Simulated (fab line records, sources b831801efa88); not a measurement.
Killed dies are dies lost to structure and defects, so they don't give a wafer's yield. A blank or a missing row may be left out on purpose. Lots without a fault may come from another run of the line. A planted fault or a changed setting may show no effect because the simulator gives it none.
Tool commonality check | flow gf180mcu | 14 lots, 42 wafers sampled

WHY IT WAS OPENED
At GF_VT_IMPLANT_RS_MEAS_48 the reading LVPWELL_RS is flagged on 2 of 14 lots. Wafers without a fault read 1197 ohm/sq, standard deviation 3.6.
Rule: a lot is flagged when every wafer of it that has a number lies more than 4 standard deviations from that mean, or none has a number. The other lots count as sound.

lot  | measured     | on            | LVPWELL_RS (ohm/sq), wafer by wafer | flag
L885 | day 7 14:45  | film_metro-03 | 1199 1196 1197                      |
L886 | day 8 03:14  | film_metro-01 | 1193 1191 1193                      |
L887 | day 8 06:11  | film_metro-03 | 1201 1201 1201                      |
L889 | day 8 22:23  | film_metro-03 | 1148 1149 1149                      | FLAGGED
L890 | day 9 02:38  | film_metro-02 | 1146 1148 1142                      | FLAGGED
L891 | day 9 14:35  | film_metro-01 | 1195 1196 1195                      |
L893 | day 10 13:32 | film_metro-01 | 1193 1194 1194                      |
L895 | day 10 19:59 | film_metro-03 | 1200 1197 1200                      |
L900 | day 12 06:57 | film_metro-03 | 1199 1199 1197                      |
L901 | day 12 11:14 | film_metro-03 | 1205 1204 1204                      |
L902 | day 12 12:55 | film_metro-01 | 1195 1199 1198                      |
L903 | day 12 21:41 | film_metro-01 | 1189 1191 1194                      |
L904 | day 13 06:25 | film_metro-03 | 1197 1197 1200                      |
L907 | day 13 22:58 | film_metro-01 | 1194 1194 1193                      |
The numbers of the flagged lots are 1147 ohm/sq on average: -50 ohm/sq against the usual, or -14 standard deviations.

WHICH TOOL RAN EACH LOT
The record holds 1 process step before the reading, out of a route of 602 steps. In each cell: the tool, then ch and the chambers that the sampled wafers went through, then the start.
lot  | flag    | GF_LVPWELL_IMPLANT_09
L885 |         | implanter-02 ch 0, day 4 02:31
L886 |         | implanter-04 ch 0, day 4 11:11
L887 |         | implanter-04 ch 0, day 4 12:31
L889 | FLAGGED | implanter-04 ch 0, day 5 00:59
L890 | FLAGGED | implanter-04 ch 0, day 5 05:02
L891 |         | implanter-01 ch 0, day 5 16:11
L893 |         | implanter-02 ch 0, day 6 09:58
L895 |         | implanter-01 ch 0, day 6 14:28
L900 |         | implanter-02 ch 0, day 7 19:19
L901 |         | implanter-02 ch 0, day 7 21:59
L902 |         | implanter-01 ch 0, day 8 01:26
L903 |         | implanter-01 ch 0, day 8 07:31
L904 |         | implanter-02 ch 0, day 8 13:22
L907 |         | implanter-01 ch 0, day 9 04:11
What these steps do:
- GF_LVPWELL_IMPLANT_09
- GF_VT_IMPLANT_RS_MEAS_48: measures by four-point-probe.

FLAGGED OVER TOTAL, TOOL BY TOOL (the gauges that took the reading come last)
step                     | tool          | lots run | flagged | share of the flagged lots | sound lots run after its first flagged lot
GF_LVPWELL_IMPLANT_09    | implanter-01  | 5        | 0       | none                      | -
GF_LVPWELL_IMPLANT_09    | implanter-02  | 5        | 0       | none                      | -
GF_LVPWELL_IMPLANT_09    | implanter-04  | 4        | 2       | all                       | 0
GF_VT_IMPLANT_RS_MEAS_48 | film_metro-01 | 6        | 0       | none                      | -
GF_VT_IMPLANT_RS_MEAS_48 | film_metro-02 | 1        | 1       | some                      | 0
GF_VT_IMPLANT_RS_MEAS_48 | film_metro-03 | 7        | 1       | some                      | 4 (L895,L900,L901,L904)

WHAT THE TABLE ALLOWS
1 row of the table ran every flagged lot: implanter-04 at GF_LVPWELL_IMPLANT_09.
- implanter-04 at GF_LVPWELL_IMPLANT_09: 2 of its 4 lots flagged. Its last sound lot is L887 (day 4 12:31), its first flagged lot L889 (day 5 00:59): a fault that began between those two fits. Its own readings lie more than 4 standard deviations out on every wafer of the flagged lots: dose_ions_cm2, faraday_current_uA.
One tool is left: implanter-04 at GF_LVPWELL_IMPLANT_09.

WHAT THE SIMULATOR HAD PUT IN
Process parameter drift: implanter-04, from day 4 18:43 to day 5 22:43, at GF_LVPWELL_IMPLANT_09. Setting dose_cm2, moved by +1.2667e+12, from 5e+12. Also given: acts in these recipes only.
Lots struck among those shown: L889, L890. The rule above found the same.
